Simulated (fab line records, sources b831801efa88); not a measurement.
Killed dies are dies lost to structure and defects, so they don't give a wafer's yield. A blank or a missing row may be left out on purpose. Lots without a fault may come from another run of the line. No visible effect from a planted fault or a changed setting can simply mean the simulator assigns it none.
Chamber matching    flow gf180mcu    cmp-02 running GF_V3_CMP_26: 4 sister chambers
The step polishes, stops on SiO2, t overpolish 15 s, target thk 0 nm. 4 wafers are shown with their chamber, then 9 later ones without.

WAFERS, EACH WITH ITS CHAMBER
wafer   chamber  motor current A (A)
L599.3  3        12.1
L608.1  1        12.5
L608.2  2        9.7
L608.6  0        10.9

WAFERS WITHOUT THEIR CHAMBER
wafer   motor current A (A)
L609.1  12.6
L609.4  10.1
L609.6  12.2
L611.2  10.1
L611.3  12.4
L611.5  10.4
L612.1  11.9
L612.5  12.5
L612.6  10.8

THE CHAMBER EACH PASSED THROUGH
wafer   from the rows above      in truth
L609.1  can't be placed: 1 or 3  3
L609.4  can't be placed: 2 or 0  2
L609.6  can't be placed: 3 or 1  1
L611.2  can't be placed: 2 or 0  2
L611.3  can't be placed: 1 or 3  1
L611.5  can't be placed: 0 or 2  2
L612.1  can't be placed: 3 or 1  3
L612.5  can't be placed: 1 or 3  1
L612.6  0                        0
Correct placement for 1 of the 9. From these rows, 8 cannot be placed; in 8 the true chamber is one of the candidates. Placed wrongly: 0.
How it was worked out, from the rows above alone: a wafer's distance from a chamber is the root of the sum, over the readings, of the square of ((its reading less the chamber's mean) divided by the reading's scatter). If the next closest chamber is less than 2 further off than the closest, the wafer can't be placed; otherwise it belongs to the closest. For every chamber, the mean is computed from those of its wafers that are shown. The scatter (one wafer shown for each chamber): square how far every hidden wafer sits from the nearest shown wafer, average those squares and take the square root.
